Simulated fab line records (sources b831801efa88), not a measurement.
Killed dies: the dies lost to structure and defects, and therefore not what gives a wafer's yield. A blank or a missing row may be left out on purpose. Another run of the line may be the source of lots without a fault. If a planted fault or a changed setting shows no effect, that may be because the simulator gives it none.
fab line records :: flow sky130
[record]
  lots = 6
  wafers = 18
  last-day = 50
route steps=708 shown DNWELL@39 PWDE@45 NWELL@56
lots that met no fault: taken from a fault-free run of the same line
start-h: the number of hours between the record's first day and the start of the first shown wafer of the lot :: wait-h: hours since the lot's step before :: " same as the row above :: L1.1+2: a row that stands for several wafers :: - either no value or no given start :: * or withheld: withheld :: < > ~ a bound
route shown NAME@n: NAME is a module with steps in the file, n the number in the route of the first one :: usual: mean/standard deviation taken from wafers without a fault :: same: alike in all rows :: chamber/n: place in a boat :: sites: the reading at each site :: _std_site: the standard deviation of these :: _edge_site: the outer-site mean with the inner-site mean subtracted :: radius-mm: for every site, how far away it sits from the centre of the wafer :: mask NAME#n: copy n :: behind: the most recent tool/chamber to have shaped the wafer :: hold: the reason the lot was held/the length of the hold in hours/how it ended :: device: which transistor (n, p or np) failed to switch :: end of line: tests of these same wafers at the route's end :: a step with no rows: only its recipe :: killed: dies that structure and defects cost at the first sort, which is not the same as the wafer's yield :: map: shows each die of a wafer: x if killed, . if not, _ if none is there
set.NAME: the run value of the setting; set.NAME@STEP: its run value at that earlier step :: model.NAME: the simulator's own value behind a step, which no gauge read
a table for each step, a row for each wafer; lots at some steps of the route
services: when a tool's chamber went out of use (start-h, in hours from the record's first day, below 0 if earlier), for how many hours, and the reason
[[steps]]
[step SKY_DNWELL_EXPOSE_04]
[recipe]
  mask-id = DNM
  na = 0.57
  target-cd-nm = 3000
  dose-mj = 222
[step SKY_DNWELL_PEB_05]
[recipe]
  temp-c = 115
  time-s = withheld
[step SKY_DNWELL_DEVELOP_06]
[recipe]
  wall-angle-deg = 90
  developer = TMAH
  develop-time-s = 60
  dev-temp-c = 23
[step SKY_DNWELL_IMPLANT_07]
[recipe]
  species = P
  energy-kev = withheld
  dose-cm2 = withheld
  tilt-deg = withheld
[step SKY_DNWELL_STRIP_08]
[recipe]
  chemistry = O2/N2
  power-w = 1400
  pressure-mtorr = 1500
  platen-temp-c = withheld
  o2-flow-sccm = 3000
  n2-flow-sccm = 300
  overash-fraction = 0.5
[usual]
  drypump-motor-current-A = 5.5/0.44
  oes-product-au = 0.723/0.0047
  strip-time-to-endpoint-s = 36.88/0.1
lot.wafer: L975.1
tool: plasma-asher-02
chamber: 0
start-h: 91.69
wait-h: 0.1
drypump-motor-current-A: 6.2
oes-product-au: 0.717
rf-hours-counter-h: 40
strip-time-to-endpoint-s: 36.73

lot.wafer: L975.4
tool: plasma-asher-02
chamber: 1
start-h: 91.69
wait-h: 0.1
drypump-motor-current-A: 5.1
oes-product-au: 0.730
rf-hours-counter-h: -
strip-time-to-endpoint-s: 36.80

lot.wafer: L975.5
tool: plasma-asher-02
chamber: 1
start-h: 91.69
wait-h: 0.1
drypump-motor-current-A: 5.1
oes-product-au: 0.722
rf-hours-counter-h: -
strip-time-to-endpoint-s: 36.81

lot.wafer: L976.1
tool: plasma-asher-04
chamber: 1
start-h: 96.84
wait-h: 0.1
drypump-motor-current-A: 5.1
oes-product-au: 0.727
rf-hours-counter-h: 42
strip-time-to-endpoint-s: 36.89

lot.wafer: L976.5
tool: plasma-asher-04
chamber: 0
start-h: 96.84
wait-h: 0.1
drypump-motor-current-A: 5.2
oes-product-au: 0.722
rf-hours-counter-h: -
strip-time-to-endpoint-s: 36.89

lot.wafer: L976.6
tool: plasma-asher-04
chamber: 1
start-h: 96.84
wait-h: 0.1
drypump-motor-current-A: 5.1
oes-product-au: 0.726
rf-hours-counter-h: -
strip-time-to-endpoint-s: 36.97

lot.wafer: L987.2
tool: plasma-asher-02
chamber: 1
start-h: 157.54
wait-h: 0.1
drypump-motor-current-A: 5.1
oes-product-au: 0.729
rf-hours-counter-h: 46
strip-time-to-endpoint-s: 36.85

lot.wafer: L987.5
tool: plasma-asher-02
chamber: 0
start-h: 157.54
wait-h: 0.1
drypump-motor-current-A: 6.2
oes-product-au: 0.722
rf-hours-counter-h: -
strip-time-to-endpoint-s: 36.81

lot.wafer: L987.6
tool: plasma-asher-02
chamber: 1
start-h: 157.54
wait-h: 0.1
drypump-motor-current-A: 5.1
oes-product-au: 0.723
rf-hours-counter-h: -
strip-time-to-endpoint-s: 36.87

lot.wafer: L988.2
tool: plasma-asher-03
chamber: 1
start-h: 160.54
wait-h: 0.1
drypump-motor-current-A: 5.6
oes-product-au: 0.728
rf-hours-counter-h: 35
strip-time-to-endpoint-s: 36.84

lot.wafer: L988.4
tool: plasma-asher-03
chamber: 0
start-h: 160.54
wait-h: 0.1
drypump-motor-current-A: 5.7
oes-product-au: 0.724
rf-hours-counter-h: -
strip-time-to-endpoint-s: 36.96

lot.wafer: L988.5
tool: plasma-asher-03
chamber: 1
start-h: 160.54
wait-h: 0.1
drypump-motor-current-A: 5.6
oes-product-au: 0.724
rf-hours-counter-h: -
strip-time-to-endpoint-s: 36.87

lot.wafer: L989.1
tool: plasma-asher-02
chamber: 0
start-h: 165.39
wait-h: 0.1
drypump-motor-current-A: 6.3
oes-product-au: 0.719
rf-hours-counter-h: 47
strip-time-to-endpoint-s: 36.97

lot.wafer: L989.3
tool: plasma-asher-02
chamber: 0
start-h: 165.39
wait-h: 0.1
drypump-motor-current-A: 6.2
oes-product-au: 0.723
rf-hours-counter-h: -
strip-time-to-endpoint-s: 37.03

lot.wafer: L989.6
tool: plasma-asher-02
chamber: 0
start-h: 165.39
wait-h: 0.1
drypump-motor-current-A: 6.3
oes-product-au: 0.724
rf-hours-counter-h: -
strip-time-to-endpoint-s: 37.01

lot.wafer: L990.1
tool: plasma-asher-03
chamber: 0
start-h: 171.39
wait-h: 0.1
drypump-motor-current-A: 5.7
oes-product-au: 0.720
rf-hours-counter-h: 36
strip-time-to-endpoint-s: 36.88

lot.wafer: L990.3
tool: plasma-asher-03
chamber: 0
start-h: 171.39
wait-h: 0.1
drypump-motor-current-A: 5.7
oes-product-au: 0.715
rf-hours-counter-h: -
strip-time-to-endpoint-s: 36.90

lot.wafer: L990.6
tool: plasma-asher-03
chamber: 0
start-h: 171.39
wait-h: 0.1
drypump-motor-current-A: 5.7
oes-product-au: 0.722
rf-hours-counter-h: -
strip-time-to-endpoint-s: 36.98
[step SKY_DNWELL_TW_MEAS_09]
[usual]
  DNWELL_TW = 1114/11
lot.wafer: L975.1
tool: film-metro-02
chamber: -
start-h: 91.79
wait-h: 0.1
DNWELL_TW: 1104

lot.wafer: L975.4
tool: film-metro-02
chamber: -
start-h: 91.79
wait-h: 0.1
DNWELL_TW: 1101

lot.wafer: L975.5
tool: film-metro-02
chamber: -
start-h: 91.79
wait-h: 0.1
DNWELL_TW: 1106

lot.wafer: L976.1
tool: film-metro-02
chamber: -
start-h: 96.94
wait-h: 0.1
DNWELL_TW: 1101

lot.wafer: L976.5
tool: film-metro-02
chamber: -
start-h: 96.94
wait-h: 0.1
DNWELL_TW: 1098

lot.wafer: L976.6
tool: film-metro-02
chamber: -
start-h: 96.94
wait-h: 0.1
DNWELL_TW: 1103

lot.wafer: L987.2
tool: film-metro-02
chamber: -
start-h: 157.65
wait-h: 0.1
DNWELL_TW: 1102

lot.wafer: L987.5
tool: film-metro-02
chamber: -
start-h: 157.65
wait-h: 0.1
DNWELL_TW: 1094

lot.wafer: L987.6
tool: film-metro-02
chamber: -
start-h: 157.65
wait-h: 0.1
DNWELL_TW: 1095

lot.wafer: L988.2
tool: film-metro-02
chamber: -
start-h: 160.65
wait-h: 0.1
DNWELL_TW: 1099

lot.wafer: L988.4
tool: film-metro-02
chamber: -
start-h: 160.65
wait-h: 0.1
DNWELL_TW: 1100

lot.wafer: L988.5
tool: film-metro-02
chamber: -
start-h: 160.65
wait-h: 0.1
DNWELL_TW: 1102

lot.wafer: L989.1
tool: film-metro-04
chamber: -
start-h: 165.49
wait-h: 0.1
DNWELL_TW: 1125

lot.wafer: L989.3
tool: film-metro-04
chamber: -
start-h: 165.49
wait-h: 0.1
DNWELL_TW: 1127

lot.wafer: L989.6
tool: film-metro-04
chamber: -
start-h: 165.49
wait-h: 0.1
DNWELL_TW: 1125

lot.wafer: L990.1
tool: film-metro-04
chamber: -
start-h: 171.51
wait-h: 0.1
DNWELL_TW: 1114

lot.wafer: L990.3
tool: film-metro-04
chamber: -
start-h: 171.51
wait-h: 0.1
DNWELL_TW: 1116

lot.wafer: L990.6
tool: film-metro-04
chamber: -
start-h: 171.51
wait-h: 0.1
DNWELL_TW: 1111
[step SKY_PWDE_DEHYDRATE_00]
[recipe]
  temp-c = 200
  time-s = 60
[step SKY_PWDE_HMDS_01]
[recipe]
  prime-time-s = 60
  prime-temp-c = 120
[step SKY_PWDE_COAT_02]
[recipe]
  spin-rpm = 2000
  resist-thk-nm = 3000
[step SKY_PWDE_SOFTBAKE_03]
[recipe]
  temp-c = 110
  time-s = withheld
[step SKY_PWDE_EXPOSE_04]
[recipe]
  mask-id = PWDEM
  na = 0.6
  source-shape = conventional
  sigma-outer = 0.6
  polarization = unpolarized
  target-cd-nm = 840
  dose-mj = 214
[step SKY_PWDE_PEB_05]
[recipe]
  temp-c = 115
  time-s = withheld
[step SKY_PWDE_DEVELOP_06]
[recipe]
  wall-angle-deg = 90
  developer = TMAH
  develop-time-s = 60
  dev-temp-c = 23
[usual]
  chill-plate-temp-C = 23.01/0.11
lot.wafer: L975.1
tool: litho-track-03
chamber: 0
start-h: 109
wait-h: -
chill-plate-temp-C: 23.03

lot.wafer: L975.4
tool: litho-track-03
chamber: 0
start-h: 109
wait-h: -
chill-plate-temp-C: 23.01

lot.wafer: L975.5
tool: litho-track-03
chamber: 0
start-h: 109
wait-h: -
chill-plate-temp-C: 22.94

lot.wafer: L976.1
tool: litho-track-02
chamber: 0
start-h: 113
wait-h: -
chill-plate-temp-C: 23.25

lot.wafer: L976.5
tool: litho-track-02
chamber: 0
start-h: 113
wait-h: -
chill-plate-temp-C: 23.13

lot.wafer: L976.6
tool: litho-track-02
chamber: 0
start-h: 113
wait-h: -
chill-plate-temp-C: 23.20

lot.wafer: L987.2
tool: litho-track-02
chamber: 0
start-h: 175
wait-h: -
chill-plate-temp-C: 23.08

lot.wafer: L987.5
tool: litho-track-02
chamber: 0
start-h: 175
wait-h: -
chill-plate-temp-C: 22.91

lot.wafer: L987.6
tool: litho-track-02
chamber: 0
start-h: 175
wait-h: -
chill-plate-temp-C: 23.01

lot.wafer: L988.2
tool: litho-track-03
chamber: 0
start-h: 178
wait-h: -
chill-plate-temp-C: 22.98

lot.wafer: L988.4
tool: litho-track-03
chamber: 0
start-h: 178
wait-h: -
chill-plate-temp-C: 23.04

lot.wafer: L988.5
tool: litho-track-03
chamber: 0
start-h: 178
wait-h: -
chill-plate-temp-C: 22.93

lot.wafer: L989.1
tool: litho-track-02
chamber: 0
start-h: 184
wait-h: -
chill-plate-temp-C: 23.21

lot.wafer: L989.3
tool: litho-track-02
chamber: 0
start-h: 184
wait-h: -
chill-plate-temp-C: 22.96

lot.wafer: L989.6
tool: litho-track-02
chamber: 0
start-h: 184
wait-h: -
chill-plate-temp-C: 22.88

lot.wafer: L990.1
tool: litho-track-03
chamber: 0
start-h: 191
wait-h: -
chill-plate-temp-C: 23.18

lot.wafer: L990.3
tool: litho-track-03
chamber: 0
start-h: 191
wait-h: -
chill-plate-temp-C: 22.95

lot.wafer: L990.6
tool: litho-track-03
chamber: 0
start-h: 191
wait-h: -
chill-plate-temp-C: 22.95
[step SKY_PWDE_OVL_MEAS_07]
[usual]
  PWDE_OVL = 0.7/1.3
lot.wafer: L975.1
tool: overlay-01
chamber: -
start-h: 109.42
wait-h: -
PWDE_OVL[nm]: 0.7

lot.wafer: L975.4
tool: overlay-01
chamber: -
start-h: 109.42
wait-h: -
PWDE_OVL[nm]: -0.1

lot.wafer: L975.5
tool: overlay-01
chamber: -
start-h: 109.42
wait-h: -
PWDE_OVL[nm]: 0.4

lot.wafer: L976.1
tool: overlay-02
chamber: -
start-h: 113.95
wait-h: -
PWDE_OVL[nm]: -1.0

lot.wafer: L976.5
tool: overlay-02
chamber: -
start-h: 113.95
wait-h: -
PWDE_OVL[nm]: -0.2

lot.wafer: L976.6
tool: overlay-02
chamber: -
start-h: 113.95
wait-h: -
PWDE_OVL[nm]: 0.3

lot.wafer: L987.2
tool: overlay-01
chamber: -
start-h: 175.71
wait-h: -
PWDE_OVL[nm]: 3.4

lot.wafer: L987.5
tool: overlay-01
chamber: -
start-h: 175.71
wait-h: -
PWDE_OVL[nm]: 2.7

lot.wafer: L987.6
tool: overlay-01
chamber: -
start-h: 175.71
wait-h: -
PWDE_OVL[nm]: -

lot.wafer: L988.2
tool: overlay-02
chamber: -
start-h: 179.00
wait-h: -
PWDE_OVL[nm]: -1.4

lot.wafer: L988.4
tool: overlay-02
chamber: -
start-h: 179.00
wait-h: -
PWDE_OVL[nm]: 0.8

lot.wafer: L988.5
tool: overlay-02
chamber: -
start-h: 179.00
wait-h: -
PWDE_OVL[nm]: -1.5

lot.wafer: L989.1
tool: overlay-01
chamber: -
start-h: 185.00
wait-h: -
PWDE_OVL[nm]: 0.2

lot.wafer: L989.3
tool: overlay-01
chamber: -
start-h: 185.00
wait-h: -
PWDE_OVL[nm]: -

lot.wafer: L989.6
tool: overlay-01
chamber: -
start-h: 185.00
wait-h: -
PWDE_OVL[nm]: -

lot.wafer: L990.1
tool: overlay-01
chamber: -
start-h: 191.85
wait-h: -
PWDE_OVL[nm]: 0.5

lot.wafer: L990.3
tool: overlay-01
chamber: -
start-h: 191.85
wait-h: -
PWDE_OVL[nm]: 1.6

lot.wafer: L990.6
tool: overlay-01
chamber: -
start-h: 191.85
wait-h: -
PWDE_OVL[nm]: 1.8
[step SKY_PWDE_IMPLANT_08]
[recipe]
  species = B
  energy-kev = 150
  dose-cm2 = 3.6e+12
  tilt-deg = withheld
[step SKY_PWDE_STRIP_09]
[recipe]
  chemistry = O2/N2
  power-w = 1400
  pressure-mtorr = 1500
  platen-temp-c = withheld
  o2-flow-sccm = 3000
  n2-flow-sccm = 300
  overash-fraction = 0.5
[usual]
  drypump-motor-current-A = 5.7/0.45
  oes-product-au = 0.722/0.0042
  strip-time-to-endpoint-s = 36.88/0.12
lot.wafer: L975.1
tool: plasma-asher-02
chamber: 0
start-h: 109.61
wait-h: 0.1
drypump-motor-current-A: 6.3
oes-product-au: 0.717
rf-hours-counter-h: 42
strip-time-to-endpoint-s: 36.87

lot.wafer: L975.4
tool: plasma-asher-02
chamber: 0
start-h: 109.61
wait-h: 0.1
drypump-motor-current-A: 6.3
oes-product-au: 0.717
rf-hours-counter-h: -
strip-time-to-endpoint-s: 36.87

lot.wafer: L975.5
tool: plasma-asher-02
chamber: 0
start-h: 109.61
wait-h: 0.1
drypump-motor-current-A: 6.2
oes-product-au: 0.733
rf-hours-counter-h: -
strip-time-to-endpoint-s: 36.85

lot.wafer: L976.1
tool: plasma-asher-02
chamber: 1
start-h: 114.14
wait-h: 0.1
drypump-motor-current-A: 5.1
oes-product-au: 0.716
rf-hours-counter-h: 42
strip-time-to-endpoint-s: 36.73

lot.wafer: L976.5
tool: plasma-asher-02
chamber: 0
start-h: 114.14
wait-h: 0.1
drypump-motor-current-A: 6.3
oes-product-au: 0.725
rf-hours-counter-h: -
strip-time-to-endpoint-s: 36.74

lot.wafer: L976.6
tool: plasma-asher-02
chamber: 1
start-h: 114.14
wait-h: 0.1
drypump-motor-current-A: 5.1
oes-product-au: 0.727
rf-hours-counter-h: -
strip-time-to-endpoint-s: 36.69

lot.wafer: L987.2
tool: plasma-asher-02
chamber: 1
start-h: 175.89
wait-h: 0.1
drypump-motor-current-A: 5.1
oes-product-au: 0.725
rf-hours-counter-h: 48
strip-time-to-endpoint-s: 37.02

lot.wafer: L987.5
tool: plasma-asher-02
chamber: 0
start-h: 175.89
wait-h: 0.1
drypump-motor-current-A: 6.2
oes-product-au: 0.722
rf-hours-counter-h: -
strip-time-to-endpoint-s: 36.84

lot.wafer: L987.6
tool: plasma-asher-02
chamber: 1
start-h: 175.89
wait-h: 0.1
drypump-motor-current-A: 5.1
oes-product-au: 0.719
rf-hours-counter-h: -
strip-time-to-endpoint-s: 37.04

lot.wafer: L988.2
tool: plasma-asher-03
chamber: 0
start-h: 179.18
wait-h: 0.1
drypump-motor-current-A: 5.7
oes-product-au: 0.726
rf-hours-counter-h: 37
strip-time-to-endpoint-s: 36.92

lot.wafer: L988.4
tool: plasma-asher-03
chamber: 1
start-h: 179.18
wait-h: 0.1
drypump-motor-current-A: 5.6
oes-product-au: 0.725
rf-hours-counter-h: -
strip-time-to-endpoint-s: 36.86

lot.wafer: L988.5
tool: plasma-asher-03
chamber: 1
start-h: 179.18
wait-h: 0.1
drypump-motor-current-A: 5.6
oes-product-au: 0.723
rf-hours-counter-h: -
strip-time-to-endpoint-s: 37.08

lot.wafer: L989.1
tool: plasma-asher-02
chamber: 1
start-h: 185.19
wait-h: 0.1
drypump-motor-current-A: 5.1
oes-product-au: 0.730
rf-hours-counter-h: 49
strip-time-to-endpoint-s: 37.09

lot.wafer: L989.3
tool: plasma-asher-02
chamber: 1
start-h: 185.19
wait-h: 0.1
drypump-motor-current-A: 5.2
oes-product-au: 0.717
rf-hours-counter-h: -
strip-time-to-endpoint-s: 37.12

lot.wafer: L989.6
tool: plasma-asher-02
chamber: 1
start-h: 185.19
wait-h: 0.1
drypump-motor-current-A: 5.1
oes-product-au: 0.720
rf-hours-counter-h: -
strip-time-to-endpoint-s: 37.00

lot.wafer: L990.1
tool: plasma-asher-01
chamber: 1
start-h: 192.03
wait-h: 0.1
drypump-motor-current-A: 6.2
oes-product-au: 0.722
rf-hours-counter-h: 7
strip-time-to-endpoint-s: 37.03

lot.wafer: L990.3
tool: plasma-asher-01
chamber: 1
start-h: 192.03
wait-h: 0.1
drypump-motor-current-A: 6.2
oes-product-au: 0.721
rf-hours-counter-h: -
strip-time-to-endpoint-s: 36.99

lot.wafer: L990.6
tool: plasma-asher-01
chamber: 1
start-h: 192.03
wait-h: 0.1
drypump-motor-current-A: 6.2
oes-product-au: 0.723
rf-hours-counter-h: -
strip-time-to-endpoint-s: 36.95
[step SKY_PWDE_TW_MEAS_10]
[usual]
  PWDE_TW = 373/3.5
lot.wafer: L975.1
tool: film-metro-02
chamber: -
start-h: 109.71
wait-h: 0.1
PWDE_TW: 369

lot.wafer: L975.4
tool: film-metro-02
chamber: -
start-h: 109.71
wait-h: 0.1
PWDE_TW: 368

lot.wafer: L975.5
tool: film-metro-02
chamber: -
start-h: 109.71
wait-h: 0.1
PWDE_TW: 370

lot.wafer: L976.1
tool: film-metro-02
chamber: -
start-h: 114.24
wait-h: 0.1
PWDE_TW: 369

lot.wafer: L976.5
tool: film-metro-02
chamber: -
start-h: 114.24
wait-h: 0.1
PWDE_TW: 371

lot.wafer: L976.6
tool: film-metro-02
chamber: -
start-h: 114.24
wait-h: 0.1
PWDE_TW: 368

lot.wafer: L987.2
tool: film-metro-02
chamber: -
start-h: 176.00
wait-h: 0.1
PWDE_TW: 371

lot.wafer: L987.5
tool: film-metro-02
chamber: -
start-h: 176.00
wait-h: 0.1
PWDE_TW: 368

lot.wafer: L987.6
tool: film-metro-02
chamber: -
start-h: 176.00
wait-h: 0.1
PWDE_TW: 30

lot.wafer: L988.2
tool: film-metro-03
chamber: -
start-h: 179.29
wait-h: 0.1
PWDE_TW: 378

lot.wafer: L988.4
tool: film-metro-03
chamber: -
start-h: 179.29
wait-h: 0.1
PWDE_TW: 378

lot.wafer: L988.5
tool: film-metro-03
chamber: -
start-h: 179.29
wait-h: 0.1
PWDE_TW: 377

lot.wafer: L989.1
tool: film-metro-02
chamber: -
start-h: 185.29
wait-h: 0.1
PWDE_TW: 372

lot.wafer: L989.3
tool: film-metro-02
chamber: -
start-h: 185.29
wait-h: 0.1
PWDE_TW: 30

lot.wafer: L989.6
tool: film-metro-02
chamber: -
start-h: 185.29
wait-h: 0.1
PWDE_TW: 30

lot.wafer: L990.1
tool: film-metro-03
chamber: -
start-h: 192.13
wait-h: 0.1
PWDE_TW: 374

lot.wafer: L990.3
tool: film-metro-03
chamber: -
start-h: 192.13
wait-h: 0.1
PWDE_TW: 374

lot.wafer: L990.6
tool: film-metro-03
chamber: -
start-h: 192.13
wait-h: 0.1
PWDE_TW: 374
[step SKY_NWELL_DEHYDRATE_03]
[recipe]
  temp-c = 200
  time-s = 60
[[services]]
tool: plasma-asher-04
chamber: -
start-h: 104.83
hours: 1.2
kind: repair

tool: plasma-asher-01
chamber: -
start-h: 108.75
hours: 9.0
kind: pm

tool: plasma-asher-01
chamber: 0
start-h: 108.75
hours: 9.0
kind: vent-cycle

tool: plasma-asher-01
chamber: 1
start-h: 108.75
hours: 9.0
kind: vent-cycle

tool: plasma-asher-01
chamber: 0
start-h: 117.75
hours: -
kind: clean

tool: plasma-asher-01
chamber: 1
start-h: 117.75
hours: -
kind: clean

tool: plasma-asher-03
chamber: -
start-h: 134.59
hours: 2.8
kind: pm

tool: plasma-asher-02
chamber: -
start-h: 161.01
hours: 2.5
kind: repair

tool: plasma-asher-02
chamber: -
start-h: 177.02
hours: 0.9
kind: repair
[[key]]
[first-sign]
  step = SKY_PWDE_OVL_MEAS_07
  reading = PWDE_OVL
  direction = missing
[effect]
  step = SKY_PWDE_TW_MEAS_10
  reading = PWDE_TW
  direction = down
  sigmas = 99+
  usual = 373
  struck = 30
met-at SKY_PWDE_DEVELOP_06
struck-wafers L987.6,L989.3,L989.6
sort-left-out L987.6,L989.3,L989.6
tester-left-out L987,L989
onset-between 113 175
[fault]
  kind = process-parameter-drift
  tool = litho-track-02
  chamber = -
  onset-h = 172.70
  steps = SKY_PWDE_DEVELOP_06
  channel = develop-time-s
  offset = *
  shape = step
  end-h = 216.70
  scope = struck-wafers-only
  acts-in = *
  stated = *
// tester-left-out: of these lots the tester's yield and bins aren't shown, on N5 and GAA mostly nor the transistor test; their killed dies are dies lost to structure and defects alone, not to doping, threshold or leakage, so they don't give the yield
// sort-left-out: the simulated sort isn't trusted on such a fault, so these wafers' sort isn't shown, and their yield isn't known
